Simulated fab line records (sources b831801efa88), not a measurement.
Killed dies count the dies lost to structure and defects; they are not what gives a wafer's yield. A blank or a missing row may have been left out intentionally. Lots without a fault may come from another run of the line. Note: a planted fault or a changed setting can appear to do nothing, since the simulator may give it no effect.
The tool behind it: which one?    flow sky130    24 lots with 72 wafers sampled at 5 steps, on a route of 708 steps

== WHAT EACH GAUGE READ, for each wafer ==
SKY_SD_P_TW_MEAS_11.
lot   measured      on             SD_P_TW
L074  day 25 06:12  film metro-02  2819 2820 2816
L077  day 26 13:32  film metro-03  2791 2809 2805
L075  day 26 13:50  film metro-02  2831 2807 2827
L076  day 26 14:08  film metro-03  2790 2802 2779
L078  day 26 23:50  film metro-04  2832 2849 2832
L079  day 27 04:02  film metro-02  2817 2812 2812
L080  day 27 12:20  film metro-04  2832 2860 2858
L081  day 27 14:50  film metro-02  2816 2805 2806
L082  day 28 04:39  film metro-03  2778 2770 2800
L083  day 28 10:37  film metro-03  2785 2782 2783
L084  day 29 01:23  film metro-02  2807 2807 2797
L085  day 29 10:29  film metro-04  2819 2830 2849
L086  day 29 18:50  film metro-02  2824 2808 2815
L088  day 31 12:38  film metro-02  2824 2809 2809
L087  day 31 16:29  film metro-02  2806 2801 2809
L090  day 31 16:33  film metro-04  2832 2833 2822
L092  day 31 17:07  film metro-02  2821 2818 2807
L089  day 31 17:44  film metro-04  2848 2828 2836
L091  day 31 18:23  film metro-02  2818 2815 2812
L093  day 31 21:11  film metro-02  2809 2810 2818
L094  day 32 11:14  film metro-02  2825 2822 2828
L096  day 33 16:38  film metro-02  2816 2805 2808
L095  day 33 17:17  film metro-02  2816 2815 2799
L097  day 33 18:23  film metro-02  2794 2800 2825

SKY_VIA1_THK_MEAS_23: measures by xrf.
lot   measured      on             VIA1_W_THK (nm)
L074  day 33 18:20  film metro-04  279 274 277
L077  day 34 23:07  film metro-02  272 278 272
L075  day 34 23:55  film metro-02  272 278 266
L076  day 35 00:42  film metro-02  272 272 279
L078  day 35 11:07  film metro-04  271 282 274
L079  day 35 13:07  film metro-02  278 267 273
L080  day 35 21:17  film metro-02  270 270 266
L081  day 35 23:21  film metro-04  272 271 270
L082  day 36 13:46  film metro-02  267 269 269
L083  day 36 18:35  film metro-03  271 275 275
L084  day 37 08:40  film metro-04  275 272 271
L085  day 37 18:25  film metro-04  281 277 278
L086  day 37 23:02  film metro-02  273 273 268
L088  day 39 15:25  film metro-04  268 268 265
L087  day 39 17:33  film metro-03  271 270 271
L090  day 39 19:11  film metro-03  267 266 271
L092  day 39 20:26  film metro-04  269 272 271
L089  day 39 20:45  film metro-04  275 268 269
L091  day 39 21:12  film metro-03  269 275 268
L093  day 39 23:04  film metro-04  268 268 268
L094  day 40 09:45  film metro-02  271 279 270
L096  day 41 11:40  film metro-04  281 280 271
L095  day 41 13:26  film metro-03  275 273 282
L097  day 41 15:26  film metro-04  271 280 269

SKY_CAPM_THK_MEAS_01.
lot   measured      on             CAPM_CVD_00_THK (nm)
L074  day 36 01:59  film metro-04  15.29 15.59 15.48
L077  day 37 08:17  film metro-03  15.63 15.67 15.38
L075  day 37 09:38  film metro-01  15.11 15.32 15.69
L076  day 37 10:29  film metro-03  15.47 16.09 15.67
L078  day 37 20:32  film metro-03  15.32 15.47 15.64
L079  day 37 21:31  film metro-01  15.44 15.54 15.78
L080  day 38 06:19  film metro-04  15.68 15.88 15.62
L081  day 38 08:38  film metro-03  15.45 15.43 15.48
L082  day 38 21:56  film metro-01  15.38 15.72 15.93
L083  day 39 01:37  film metro-04  15.44 15.65 15.87
L084  day 39 15:31  film metro-01  15.44 15.37 15.63
L085  day 40 00:37  film metro-03  15.44 15.23 15.41
L086  day 40 03:47  film metro-04  15.44 15.58 15.54
L088  day 41 20:03  film metro-03  15.37 15.66 15.73
L087  day 41 21:53  film metro-03  15.56 15.36 15.91
L090  day 41 22:44  film metro-03  15.23 15.33 15.51
L092  day 41 23:48  film metro-03  15.79 15.90 15.93
L089  day 42 00:23  film metro-04  15.66 15.43 15.84
L091  day 42 02:11  film metro-03  15.45 15.55 15.51
L093  day 42 03:07  film metro-01  15.31 15.55 15.60
L094  day 42 11:29  film metro-04  15.46 15.45 15.70
L096  day 43 14:08  film metro-04  15.04 15.01 15.55
L095  day 43 15:08  film metro-01  15.61 15.42 15.84
L097  day 43 17:23  film metro-03  15.14 15.26 15.37

SKY_METAL3_CD_MEAS_13: target cd 300 nm.
lot   measured      on         cd nm (nm)
L074  day 38 07:18  cd sem-01  300.2 301.0 301.7
L077  day 39 12:55  cd sem-02  300.6 300.8 300.0
L075  day 39 11:55  cd sem-02  299.1 297.8 298.7
L076  day 39 13:44  cd sem-02  300.9 301.3 301.2
L078  day 39 23:13  cd sem-02  298.6 299.5 298.3
L079  day 40 00:11  cd sem-01  298.7 298.8 296.9
L080  day 40 08:00  cd sem-02  300.3 301.2 300.0
L081  day 40 10:13  cd sem-02  299.6 301.9 302.5
L082  day 41 00:14  cd sem-02  301.2 300.1 300.4
L083  day 41 02:34  cd sem-01  301.8 299.2 302.7
L084  day 41 16:42  cd sem-02  299.1 298.6 299.0
L085  day 42 00:33  cd sem-01  302.7 302.1 302.1
L086  day 42 03:50  cd sem-02  300.4 299.3 299.3
L088  day 43 18:51  cd sem-02  301.3 300.9 301.5
L087  day 43 21:01  cd sem-01  301.7 300.2 301.7
L090  day 43 22:07  cd sem-01  301.1 300.4 300.6
L092  day 43 22:59  cd sem-01  301.1 298.6 299.6
L089  day 44 00:04  cd sem-02  298.8 300.7 298.7
L091  day 44 00:32  cd sem-02  301.4 300.6 300.8
L093  day 44 02:16  cd sem-02  302.5 300.8 301.5
L094  day 44 08:53  cd sem-01  300.4 302.4 300.5
L096  day 45 09:17  cd sem-02  300.4 299.6 298.5
L095  day 45 11:41  cd sem-02  296.3 297.0 296.2
L097  day 45 12:48  cd sem-02  301.3 301.0 300.8

== TOOL THAT RAN EACH LOT (tool first, then ch and the chambers of the sampled wafers, then the start) ==
lot   SKY_CAPM_METAL_ETCH_13
L074  rie metal-03 ch 0,1, day 37 04:20
L077  rie metal-03 ch 0,1, day 38 10:20
L075  rie metal-02 ch 0,1, day 38 10:38
L076  rie metal-02 ch 0,1, day 38 12:02
L078  rie metal-03 ch 0,1, day 38 21:55
L079  rie metal-04 ch 0,1, day 38 22:31
L080  rie metal-02 ch 0,1, day 39 06:50
L081  rie metal-04 ch 0,1, day 39 09:02
L082  rie metal-04 ch 1, day 39 22:52
L083  rie metal-04 ch 1, day 40 01:43
L084  rie metal-02 ch 0,1, day 40 16:07
L085  rie metal-04 ch 0,1, day 41 00:32
L086  rie metal-02 ch 0,1, day 41 03:46
L088  rie metal-03 ch 0,1, day 42 19:32
L087  rie metal-02 ch 0,1, day 42 20:59
L090  rie metal-04 ch 0,1, day 42 22:22
L092  rie metal-04 ch 0,1, day 42 23:14
L089  rie metal-03 ch 0,1, day 42 23:52
L091  rie metal-04 ch 0,1, day 43 01:23
L093  rie metal-03 ch 0,1, day 43 02:26
L094  rie metal-04 ch 0,1, day 43 10:22
L096  rie metal-02 ch 1, day 44 11:32
L095  rie metal-04 ch 0,1, day 44 13:17
L097  rie metal-02 ch 1, day 44 15:19
- SKY_CAPM_METAL_ETCH_13: etches TiN in Cl2/BCl3, stops on SiO2, target depth 220 nm, time 62.9 s.

== AS READ BY THE TOOLS THEMSELVES (means over the sampled wafers that have a number; for cases with no such wafer, the mark the record gives instead) ==
SKY_CAPM_METAL_ETCH_13.
lot   tool          drypump motor current A (A)  oes product au (a.u.)  throttle valve pct (%)
L074  rie metal-03  5.6                          0.935                  21.907
L077  rie metal-03  5.8                          0.941                  21.899
L075  rie metal-02  5.7                          0.931                  21.907
L076  rie metal-02  5.4                          0.940                  21.897
L078  rie metal-03  5.6                          0.951                  21.896
L079  rie metal-04  5.7                          0.937                  21.903
L080  rie metal-02  5.4                          0.946                  21.910
L081  rie metal-04  6.0                          0.937                  21.903
L082  rie metal-04  5.4                          0.943                  21.910
L083  rie metal-04  5.4                          0.939                  21.898
L084  rie metal-02  5.7                          0.939                  21.910
L085  rie metal-04  5.7                          0.940                  21.903
L086  rie metal-02  5.7                          0.947                  21.904
L088  rie metal-03  5.6                          0.944                  21.902
L087  rie metal-02  5.4                          0.940                  21.905
L090  rie metal-04  6.0                          0.946                  21.904
L092  rie metal-04  5.7                          0.947                  21.908
L089  rie metal-03  5.8                          0.932                  21.901
L091  rie metal-04  6.0                          0.946                  21.898
L093  rie metal-03  5.8                          0.940                  21.893
L094  rie metal-04  6.0                          0.943                  21.898
L096  rie metal-02  5.9                          0.941                  21.901
L095  rie metal-04  6.0                          0.948                  21.900
L097  rie metal-02  5.9                          0.942                  21.900

== THE ANSWER, worked out from the rows above alone ==
Rule: the usual values come from the lots themselves. The widest of any qualifying gaps counts: lots, ordered by their means at a reading, are off when they make up no more than a third of the lots, leave a main group of 4 or more, and stand apart from it by 3 or more times the standard deviation of that group's means. A main group whose means are all the same, to the digits that the tables above print for the reading, isn't used. Also off: a lot with no number at a reading for which 4 or more lots have one. Any other lot the step has rows for is counted as sound. Order of review: gauges by route order, followed by the tools' own readings, for which a lot's mean as printed above is used. At the first step where some lot is off, the reading lying furthest off is the one used; lots without a number count as furthest.
No lot is off at any reading shown: from this, nothing can be told.

== WHAT HAD BEEN PUT IN BY THE SIMULATOR ==
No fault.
